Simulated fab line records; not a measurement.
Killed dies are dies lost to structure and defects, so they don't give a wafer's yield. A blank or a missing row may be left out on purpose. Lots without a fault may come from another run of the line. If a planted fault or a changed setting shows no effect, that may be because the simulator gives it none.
fab line records | flow sky130 | part 1 of 2: steps 1 to 26 of 37
[record] lots = 5 wafers = 15 lastDay = 50
route steps=708 shown RES_PROTECT@209 POLY_GATE@213 LDD_N@237
lots that met no fault: taken from a fault-free run of the same line
startH: start of the lot's first displayed wafer, in hours after the record's first day | waitH: hours since the lot's step before | " same as the row above | L1.1+2: a single row standing in for several wafers | - no value, or no start was given | * or withheld: withheld | < > ~ a bound
route shown NAME@n: NAME is a module with steps in the file, n the number in the route of the first one | usual: the fault-free wafers' mean and standard deviation | same: alike in all rows | chamber/n: place in a boat | sites: each site's reading | _std_site: their standard deviation | _edge_site: outer sites' mean less inner sites' | radiusMm: how far each site lies from the wafer's centre | mask NAME#n: copy n | behind: the tool/chamber that last shaped the wafer | hold: why the lot was held/for how many hours/how that ended | device: transistor that didn't switch, given as n, p or np | end of line: the route-end tests of the same wafers | step lacking rows: just its recipe | killed: at the first sort, the dies lost to defects and structure; wafer yield is something else | map: the dies of a wafer, with x for killed, . for not killed, _ for no die there
set.NAME: setting as actually run; set.NAME@STEP: the setting as run at that earlier step | model.NAME: the simulator's own value behind a step, which no gauge read
a table for each step, a row for each wafer; lots at some steps of the route
services: when a tool's chamber went out of use (startH, in hours from the record's first day, below 0 if earlier), for how many hours, and the reason
[[steps]]
[step SKY_RES_PROTECT_SOFTBAKE_03]
[recipe] tempC = 90 timeS = 60 resist = NOVOLAK
[usual] plateTempC = 89.96/0.13
// columns lot.wafer tool chamber startH waitH plateTempC
L088.4 lithoTrack-01 0 466.53 0.1 90.00
L088.5 " 0 " " 89.80
L088.6 " 0 " " 89.93
L087.3 lithoTrack-03 0 469.22 0.1 90.20
L087.5 " 0 " " 90.21
L087.6 " 0 " " 90.17
L090.2 lithoTrack-01 0 482.03 0.1 90.06
L090.4 " 0 " " 89.96
L090.6 " 0 " " 89.91
L091.3 lithoTrack-03 0 493.62 0.1 90.24
L091.5 " 0 " " 90.16
L091.6 " 0 " " 90.17
L097.3 lithoTrack-01 0 530.91 0.1 89.90
L097.4 " 0 " " 89.90
L097.5 " 0 " " 89.84
[step SKY_RES_PROTECT_EXPOSE_04]
[recipe] maskId = RPM na = 0.6 sourceShape = conventional sigmaOuter = 0.6 polarization = unpolarized targetCdNm = 1270 doseMj = 131
[usual] stageVelMmS = 499.98/0.29
// columns lot.wafer tool chamber startH waitH mask stageVelMmS
L088.4 ilineStepper-02 0 - - RPM#0 500.07
L088.5 " 0 " " RPM#0 500.20
L088.6 " 0 " " RPM#0 500.18
L087.3 ilineStepper-02 0 - - RPM#0 500.25
L087.5 " 0 " " RPM#0 499.84
L087.6 " 0 " " RPM#0 500.17
L090.2 ilineStepper-02 0 - - RPM#0 499.80
L090.4 " 0 " " RPM#0 499.89
L090.6 " 0 " " RPM#0 500.08
L091.3 ilineStepper-01 0 - - RPM#0 500.28
L091.5 " 0 " " RPM#0 500.22
L091.6 " 0 " " RPM#0 500.08
L097.3 ilineStepper-02 0 - - RPM#0 499.91
L097.4 " 0 " " RPM#0 499.69
L097.5 " 0 " " RPM#0 500.09
[step SKY_RES_PROTECT_PEB_05]
[recipe] tempC = withheld timeS = * resist = NOVOLAK
// columns lot.wafer tool chamber startH waitH
L088.4+5+6 lithoTrack-03 0 - -
L087.3+5+6 lithoTrack-01 0 - -
L090.2+4+6 lithoTrack-02 0 - -
L091.3+5+6 lithoTrack-01 0 - -
L097.3+4+5 lithoTrack-01 0 - -
[step SKY_RES_PROTECT_DEVELOP_06]
[recipe] resist = NOVOLAK developer = TMAH developTimeS = 60 devTempC = 23
// columns lot.wafer tool chamber startH waitH
L088.4+5+6 lithoTrack-03 0 481.14 0.1
L087.3+5+6 lithoTrack-01 0 482.96 0.1
L090.2+4+6 lithoTrack-02 0 497.27 0.1
L091.3+5+6 lithoTrack-01 0 509.06 0.1
L097.3+4+5 lithoTrack-01 0 545.46 0.1
[step SKY_POLY_GATE_IMPLANT_02]
[recipe] species = P energyKev = 30 doseCm2 = 7.7e+15 tiltDeg = 0
[usual] faradayCurrentUA = 12680/550 tiltDeg = 0.001/0.019
[same] implantIonAmu = 31
// columns lot.wafer tool chamber startH waitH faradayCurrentUA tiltDeg
L088.4 implanter-03 0 481.29 0.1 12118 0.004
L088.5 " 0 " " 12500 -0.026
L088.6 " 0 " " 12474 -0.011
L087.3 implanter-01 0 483.11 0.1 12249 0.020
L087.5 " 0 " " 12053 0.027
L087.6 " 0 " " 12106 0.032
L090.2 implanter-03 0 497.42 0.1 12386 0.027
L090.4 " 0 " " 12584 -0.012
L090.6 " 0 " " 12084 0.006
L091.3 implanter-02 0 509.21 0.1 12650 0.002
L091.5 " 0 " " 13146 -0.012
L091.6 " 0 " " 13268 0.015
L097.3 implanter-03 0 545.61 0.1 12431 0.015
L097.4 " 0 " " 12139 0.012
L097.5 " 0 " " 12211 0.001
[step SKY_RES_PROTECT_STRIP_07]
[recipe] chemistry = O2/N2 powerW = 1400 pressureMtorr = 1500 platenTempC = withheld o2FlowSccm = 3000 n2FlowSccm = 300 overashFraction = 0.5
[usual] drypumpMotorCurrentA = 5.4/0.39 oesProductAu = 0.518/0.0043 stripTimeToEndpointS = 23.30/0.042
// columns lot.wafer tool chamber startH waitH drypumpMotorCurrentA oesProductAu rfHoursCounterH stripTimeToEndpointS
L088.4 plasmaAsher-04 1 481.40 0.1 5.0 0.521 - 23.26
L088.5 " 0 " " 5.7 0.517 - 23.22
L088.6 " 1 " " 5.0 0.515 - 23.22
L087.3 plasmaAsher-02 0 483.24 0.1 6.0 0.528 - 23.33
L087.5 " 0 " " 6.0 0.516 - 23.34
L087.6 " 1 " " 5.4 0.521 - 23.33
L090.2 plasmaAsher-01 1 497.54 0.1 5.8 0.515 6 23.29
L090.4 " 0 " " 4.9 0.520 - 23.32
L090.6 " 0 " " 4.9 0.523 - 23.28
L091.3 plasmaAsher-01 1 509.34 0.1 5.8 0.521 - 23.27
L091.5 " 0 " " 4.9 0.519 - 23.29
L091.6 " 1 " " 5.8 0.523 - 23.26
L097.3 plasmaAsher-01 1 545.74 0.1 5.8 0.511 - 23.28
L097.4 " 0 " " 4.9 0.522 - 23.28
L097.5 " 1 " " 5.8 0.510 - 23.29
[step SKY_RES_PROTECT_TW_MEAS_08]
[usual] POLY_GATE_TW = 4055/69
// columns lot.wafer tool chamber startH waitH POLY_GATE_TW
L088.4 filmMetro-03 - 481.50 0.1 4038
L088.5 " - " " 4048
L088.6 " - " " 4032
L087.3 filmMetro-04 - 483.33 0.1 4146
L087.5 " - " " 4130
L087.6 " - " " 4134
L090.2 filmMetro-01 - 497.65 0.1 3951
L090.4 " - " " 3957
L090.6 " - " " 3953
L091.3 filmMetro-03 - 509.43 0.1 4052
L091.5 " - " " 4084
L091.6 " - " " 4066
L097.3 filmMetro-04 - 545.83 0.1 4132
L097.4 " - " " 4147
L097.5 " - " " 4109
[step SKY_RES_PROTECT_CLEAN_09]
[recipe] chemistry = SC1/SC2 mix = 1:4:20 tempC = 70 timeS = 150 dry = n2Spin
// columns lot.wafer tool chamber startH waitH
L088.4+5+6 wetBench-02 1 481.53 0.0
L087.3+5+6 wetBench-01 1 483.37 0.0
L090.2+4+6 wetBench-01 2 497.70 0.0
L091.3+5+6 wetBench-02 1 509.47 0.0
L097.3+4+5 wetBench-02 3 545.87 0.0
[step SKY_POLY_GATE_CVD_03]
[recipe] material = Si3N4 precursor = DCS/NH3 targetThkNm = 75 tempC = 770 timeS = 1290 pressureMtorr = 253.5
[usual] susceptorTempC = 770.0/0.34
// columns lot.wafer tool chamber startH waitH susceptorTempC
L088.4 lpcvd-02 1 481.58 0.0 769.5
L088.5 " 1 " " 769.6
L088.6 " 1 " " 770.1
L087.3 lpcvd-02 0 483.98 0.6 770.1
L087.5 " 0 " " 770.0
L087.6 " 0 " " 770.0
L090.2 lpcvd-02 1 497.76 0.0 769.7
L090.4 " 1 " " 770.0
L090.6 " 1 " " 770.1
L091.3 lpcvd-02 0 509.52 0.0 769.5
L091.5 " 0 " " 769.7
L091.6 " 0 " " 769.1
L097.3 lpcvd-02 1 545.92 0.0 770.5
L097.4 " 1 " " 769.9
L097.5 " 1 " " 769.6
[step SKY_POLY_GATE_THK_MEAS_04]
[recipe] reads = Si3N4_of_POLY_GATE_CVD_03
[usual] POLY_GATE_CVD_03_THK = 75.9/0.59
// columns lot.wafer tool chamber startH waitH POLY_GATE_CVD_03_THK[nm]
L088.4 filmMetro-01 - 482.96 0.0 75.4
L088.5 " - " " 75.7
L088.6 " - " " 75.9
L087.3 filmMetro-04 - 485.36 0.0 76.8
L087.5 " - " " 76.4
L087.6 " - " " 76.9
L090.2 filmMetro-02 - 499.12 0.0 76.3
L090.4 " - " " 76.3
L090.6 " - " " 75.7
L091.3 filmMetro-04 - 510.90 0.0 75.7
L091.5 " - " " 76.0
L091.6 " - " " 75.6
L097.3 filmMetro-04 - 547.30 0.0 76.6
L097.4 " - " " 76.4
L097.5 " - " " 76.4
[step SKY_POLY_GATE_DEHYDRATE_05]
[recipe] tempC = 200 timeS = 60
[usual] plateTempC = 200.00/0.15
// columns lot.wafer tool chamber startH waitH plateTempC
L088.4 lithoTrack-04 0 497.37 14.4 200.16
L088.5 " 0 " " 199.88
L088.6 " 0 " " 200.08
L087.3 lithoTrack-03 0 500.47 15.1 200.01
L087.5 " 0 " " 199.90
L087.6 " 0 " " 200.04
L090.2 lithoTrack-03 0 512.84 13.7 199.85
L090.4 " 0 " " 200.00
L090.6 " 0 " " 199.83
L091.3 lithoTrack-01 0 524.91 14.0 200.05
L091.5 " 0 " " 199.93
L091.6 " 0 " " 200.04
L097.3 lithoTrack-01 0 562.11 14.8 199.95
L097.4 " 0 " " 199.89
L097.5 " 0 " " 200.13
[step SKY_POLY_GATE_HMDS_06]
[recipe] primeTimeS = 60 primeTempC = 120
[same] primeTimeS = 60
// columns lot.wafer tool chamber startH waitH
L088.4+5+6 lithoTrack-04 0 497.52 0.1
L087.3+5+6 lithoTrack-03 0 500.62 0.1
L090.2+4+6 lithoTrack-03 0 512.99 0.1
L091.3+5+6 lithoTrack-01 0 525.06 0.1
L097.3+4+5 lithoTrack-01 0 562.26 0.1
[step SKY_POLY_GATE_COAT_07]
[recipe] resist = BARC tempC = withheld timeS = withheld spinRpm = 3000 resistThkNm = 110
[usual] dispensePressureKPa = 47.9/1.3
// columns lot.wafer tool chamber startH waitH dispensePressureKPa
L088.4 lithoTrack-04 0 497.67 0.1 46.3
L088.5 " 0 " " 46.3
L088.6 " 0 " " 46.3
L087.3 lithoTrack-03 0 500.77 0.1 49.4
L087.5 " 0 " " 49.4
L087.6 " 0 " " 49.4
L090.2 lithoTrack-03 0 513.14 0.1 49.4
L090.4 " 0 " " 49.5
L090.6 " 0 " " 49.4
L091.3 lithoTrack-01 0 525.21 0.1 48.0
L091.5 " 0 " " 48.0
L091.6 " 0 " " 48.0
L097.3 lithoTrack-01 0 562.41 0.1 48.0
L097.4 " 0 " " 48.0
L097.5 " 0 " " 48.0
[step SKY_POLY_GATE_COAT_08]
[recipe] resist = KrF-thick spinRpm = 3000 resistThkNm = 450
[usual] dispensePressureKPa = 47.9/1.3
// columns lot.wafer tool chamber startH waitH dispensePressureKPa
L088.4 lithoTrack-04 0 - - 46.3
L088.5 " 0 " " 46.3
L088.6 " 0 " " 46.3
L087.3 lithoTrack-03 0 - - 49.4
L087.5 " 0 " " 49.4
L087.6 " 0 " " 49.4
L090.2 lithoTrack-03 0 - - 49.4
L090.4 " 0 " " 49.4
L090.6 " 0 " " 49.4
L091.3 lithoTrack-01 0 - - 48.0
L091.5 " 0 " " 48.0
L091.6 " 0 " " 48.0
L097.3 lithoTrack-01 0 - - 48.0
L097.4 " 0 " " 48.0
L097.5 " 0 " " 48.0
[step SKY_POLY_GATE_SOFTBAKE_09]
[recipe] tempC = 100 timeS = 90 resist = KrF-thick
[usual] plateTempC = 100.02/0.12
// columns lot.wafer tool chamber startH waitH plateTempC
L088.4 lithoTrack-04 0 - - 100.00
L088.5 " 0 " " 99.92
L088.6 " 0 " " 99.97
L087.3 lithoTrack-03 0 - - 100.05
L087.5 " 0 " " 99.93
L087.6 " 0 " " 99.94
L090.2 lithoTrack-03 0 - - 99.81
L090.4 " 0 " " 99.92
L090.6 " 0 " " 99.82
L091.3 lithoTrack-01 0 - - 99.95
L091.5 " 0 " " 99.97
L091.6 " 0 " " 100.03
L097.3 lithoTrack-01 0 - - 99.91
L097.4 " 0 " " 99.88
L097.5 " 0 " " 99.99
[step SKY_POLY_GATE_EXPOSE_10]
[recipe] maskId = P1M na = 0.68 sourceShape = conventional sigmaOuter = 0.6 targetCdNm = 150 doseMj = 28
[usual] stageVelMmS = 499.97/0.26
// columns lot.wafer tool chamber startH waitH mask stageVelMmS
L088.4 krfScanner-02 0 - - P1M#0 499.98
L088.5 " 0 " " P1M#0 499.75
L088.6 " 0 " " P1M#0 499.67
L087.3 krfScanner-02 0 - - P1M#0 499.39
L087.5 " 0 " " P1M#0 499.51
L087.6 " 0 " " P1M#0 499.61
L090.2 krfScanner-02 0 - - P1M#0 499.88
L090.4 " 0 " " P1M#0 499.80
L090.6 " 0 " " P1M#0 500.04
L091.3 krfScanner-01 0 - - P1M#0 500.01
L091.5 " 0 " " P1M#0 499.78
L091.6 " 0 " " P1M#0 500.18
L097.3 krfScanner-02 0 - - P1M#0 500.14
L097.4 " 0 " " P1M#0 500.13
L097.5 " 0 " " P1M#0 500.24
[step SKY_POLY_GATE_PEB_11]
[recipe] pebTempC = withheld pebTimeS = withheld resist = KrF-thick
// columns lot.wafer tool chamber startH waitH
L088.4+5+6 lithoTrack-04 0 - -
L087.3+5+6 lithoTrack-04 0 - -
L090.2+4+6 lithoTrack-01 0 - -
L091.3+5+6 lithoTrack-01 0 - -
L097.3+4+5 lithoTrack-01 0 - -
[step SKY_POLY_GATE_DEVELOP_12]
[recipe] developTimeS = 60 resist = KrF-thick devTempC = 21
// columns lot.wafer tool chamber startH waitH
L088.4+5+6 lithoTrack-04 0 - -
L087.3+5+6 lithoTrack-04 0 - -
L090.2+4+6 lithoTrack-01 0 - -
L091.3+5+6 lithoTrack-01 0 - -
L097.3+4+5 lithoTrack-01 0 - -
[step SKY_POLY_GATE_CD_MEAS_13]
[recipe] targetCdNm = 150
[usual] cdNm = 149.7/1.3
// columns lot.wafer tool chamber startH waitH cdNm
L088.4 cdSem-01 - 512.36 - 149.9
L088.5 " - " " 149.1
L088.6 " - " " 150.0
L087.3 cdSem-02 - 515.39 - 151.0
L087.5 " - " " 150.5
L087.6 " - " " 149.7
L090.2 cdSem-01 - 528.43 - 151.0
L090.4 " - " " 150.5
L090.6 " - " " 151.2
L091.3 cdSem-02 - 541.15 - 150.8
L091.5 " - " " 150.4
L091.6 " - " " 150.7
L097.3 cdSem-02 - 577.25 - 149.4
L097.4 " - " " 147.5
L097.5 " - " " 148.5
[step SKY_POLY_GATE_OVL_MEAS_14]
[usual] POLY_GATE_OVL = -2/6
// columns lot.wafer tool chamber startH waitH POLY_GATE_OVL[nm]
L088.4 overlay-02 - 512.44 0.1 0
L088.5 " - " " -7
L088.6 " - " " 0
L087.3 overlay-02 - 515.48 0.1 -4
L087.5 " - " " -5
L087.6 " - " " -3
L090.2 overlay-02 - 528.53 0.1 -5
L090.4 " - " " -4
L090.6 " - " " -4
L091.3 overlay-01 - 541.24 0.1 -5
L091.5 " - " " -8
L091.6 " - " " 1
L097.3 overlay-02 - 577.34 0.1 -17
L097.4 " - " " -11
L097.5 " - " " -4
[step SKY_POLY_GATE_ETCH_15]
[recipe] chemistry = N2/H2 target = BARC ionEnergyEv = 200 sourceW = 500 biasW = 100 pressureMtorr = 30 n2FlowSccm = 100 h2FlowSccm = 200 stopOn = SiO2 timeS = 118.5 targetDepthA = 1100
[usual] drypumpMotorCurrentA = 5.3/0.34 oesProductAu = 0.717/0.0047 throttleValvePct = 13.213/0.0092
// columns lot.wafer tool chamber startH waitH drypumpMotorCurrentA oesProductAu rfHoursCounterH throttleValvePct
L088.4 rieDiel-03 0 512.46 0.0 5.5 0.720 28 13.225
L088.5 " 1 " " 4.7 0.729 - 13.199
L088.6 " 0 " " 5.5 0.723 - 13.215
L087.3 rieDiel-04 0 515.51 0.0 5.6 0.721 59 13.218
L087.5 " 2 " " 5.9 0.717 - 13.214
L087.6 " 1 " " 5.1 0.722 - 13.212
L090.2 rieDiel-04 2 528.56 0.0 5.9 0.718 6 13.223
L090.4 " 0 " " 5.7 0.720 59 13.207
L090.6 " 0 " " 5.7 0.716 - 13.216
L091.3 rieDiel-04 1 541.26 0.0 5.1 0.720 8 13.204
L091.5 " 0 " " 5.7 0.716 - 13.227
L091.6 " 3 " " 5.3 0.713 - 13.212
L097.3 rieDiel-04 3 577.36 0.0 5.3 0.720 15 13.217
L097.4 " 2 " " 5.8 0.711 8 13.224
L097.5 " 2 " " 5.9 0.716 - 13.213
[step SKY_POLY_GATE_ETCH_16]
[recipe] stopOn = poly-Si chemistry = CH3F/O2 target = Si3N4 sourceW = 400 biasW = 80 pressureMtorr = 25 ch3fFlowSccm = 40 O2_flow_sccm = 30 timeS = 147.5 targetDepthA = 750
[usual] O2_flow_sccm = 30.02/0.085 drypumpMotorCurrentA = 5.3/0.34 oesProductAu = 0.643/0.0052 throttleValvePct = 10.535/0.0085
// columns lot.wafer tool chamber startH waitH O2_flow_sccm drypumpMotorCurrentA oesProductAu rfHoursCounterH throttleValvePct
L088.4 rieDiel-03 0 512.54 0.0 30.04 5.5 0.649 28 10.534
L088.5 " 1 " " 29.95 4.6 0.638 - 10.535
L088.6 " 0 " " 30.05 5.5 0.640 - 10.525
L087.3 rieDiel-04 0 515.59 0.0 29.99 5.6 0.650 59 10.537
L087.5 " 2 " " 30.02 5.8 0.641 - 10.543
L087.6 " 1 " " 30.02 5.1 0.645 - 10.535
L090.2 rieDiel-04 2 528.65 0.0 30.02 5.8 0.647 7 10.524
L090.4 " 0 " " 29.99 5.7 0.647 59 10.540
L090.6 " 0 " " 29.87 5.6 0.652 - 10.554
L091.3 rieDiel-04 1 541.35 0.0 30.09 5.1 0.646 9 10.533
L091.5 " 0 " " 29.91 5.7 0.642 - 10.529
L091.6 " 3 " " 30.02 5.3 0.648 - 10.537
L097.3 rieDiel-04 3 577.45 0.0 30.24 5.3 0.643 15 10.524
L097.4 " 2 " " 30.12 5.8 0.649 8 10.523
L097.5 " 2 " " 30.15 5.9 0.649 - 10.534
[step SKY_POLY_GATE_ETCH_17]
[recipe] targetDepthNm = 180 stopOn = SiO2 overEtchFrac = 0.56667 chemistry = HBr/Cl2 target = poly-Si icpW = 400 biasW = 100 pressureMtorr = 10 HBr_flow_sccm = 150 Cl2_flow_sccm = 50 timeS = 70.5
[usual] drypumpMotorCurrentA = 5.7/0.3 heBacksideLeakSccm = 2.7/0.31 oesProductAu = 0.983/0.0083 throttleValvePct = 33.685/0.0096
// columns lot.wafer tool chamber startH waitH drypumpMotorCurrentA heBacksideLeakSccm oesProductAu rfHoursCounterH throttleValvePct
L088.4 rieSi-01 0 512.64 0.0 6.0 2.8 0.964 11 33.694
L088.5 " 3 " " 6.2 2.3 0.979 - 33.667
L088.6 " 0 " " 6.0 3.0 0.966 - 33.691
L087.3 rieSi-02 1 515.69 0.0 5.5 3.0 0.992 0 33.691
L087.5 " 1 " " 5.5 3.0 0.990 - 33.689
L087.6 " 2 " " 5.9 2.3 0.992 - 33.685
L090.2 rieSi-01 1 528.75 0.0 5.4 2.3 0.996 0 33.703
L090.4 " 2 " " 6.0 3.0 0.985 6 33.689
L090.6 " 3 " " 6.2 2.4 0.982 - 33.685
L091.3 rieSi-02 3 541.45 0.0 5.4 2.7 0.969 42 33.677
L091.5 " 3 " " 5.4 2.8 0.979 - 33.684
L091.6 " 2 " " 5.9 2.3 0.997 - 33.686
L097.3 rieSi-02 1 577.54 0.0 5.5 3.0 0.975 0 33.692
L097.4 " 0 " " 5.5 2.9 0.966 - 33.703
L097.5 " 2 " " 5.9 2.3 0.985 - 33.684
[step SKY_POLY_GATE_STRIP_18]
[recipe] chemistry = O2/N2 powerW = 1400 pressureMtorr = 1500 platenTempC = withheld o2FlowSccm = 3000 n2FlowSccm = 300 overashFraction = 0.5
[usual] drypumpMotorCurrentA = 5.6/0.41 oesProductAu = 0.362/0.0045 stripTimeToEndpointS = 3.19/0.047
// columns lot.wafer tool chamber startH waitH drypumpMotorCurrentA oesProductAu rfHoursCounterH stripTimeToEndpointS
L088.4 plasmaAsher-02 0 512.73 0.1 6.0 0.364 - 3.19
L088.5 " 1 " " 5.4 0.360 - 3.19
L088.6 " 0 " " 6.0 0.358 - 3.19
L087.3 plasmaAsher-03 1 515.78 0.1 5.0 0.361 - 3.11
L087.5 " 0 " " 6.0 0.358 - 3.16
L087.6 " 1 " " 5.0 0.359 - 3.24
L090.2 plasmaAsher-04 1 528.80 0.0 5.0 0.362 37 3.16
L090.4 " 0 " " 5.7 0.355 - 3.13
L090.6 " 1 " " 5.1 0.356 - 3.13
L091.3 plasmaAsher-03 1 541.53 0.1 4.9 0.373 - 3.27
L091.5 " 1 " " 5.0 0.362 - 3.12
L091.6 " 0 " " 6.0 0.359 - 3.15
L097.3 plasmaAsher-03 1 577.63 0.1 5.0 0.360 - 3.18
L097.4 " 0 " " 6.0 0.356 - 3.17
L097.5 " 1 " " 5.0 0.370 - 3.12
[step SKY_POLY_GATE_CLEAN_19]
[recipe] chemistry = SC1/SC2 mix = 1:4:20 tempC = 70 timeS = 150 dry = n2Spin
// columns lot.wafer tool chamber startH waitH
L088.4+5+6 wetBench-04 1 512.79 0.0
L087.3+5+6 wetBench-04 3 515.84 0.0
L090.2+4+6 wetBench-03 3 528.90 0.1
L091.3+5+6 wetBench-01 2 541.60 0.0
L097.3+4+5 wetBench-03 0 577.70 0.0
[step SKY_POLY_GATE_OXIDATION_20]
[recipe] tempC = 850 ambient = O2 stabiliseS = 600 purgeS = 300 targetThkA = 40 oxTimeS = 899
// columns lot.wafer tool chamber startH waitH
L088.4+5+6 furnace-02 0 514.56 1.7
L087.3+5+6 furnace-02 0 518.56 2.7
L090.2+4+6 furnace-02 0 528.96 0.0
L091.3+5+6 furnace-01 0 541.65 0.0
L097.3+4+5 furnace-02 0 578.41 0.7
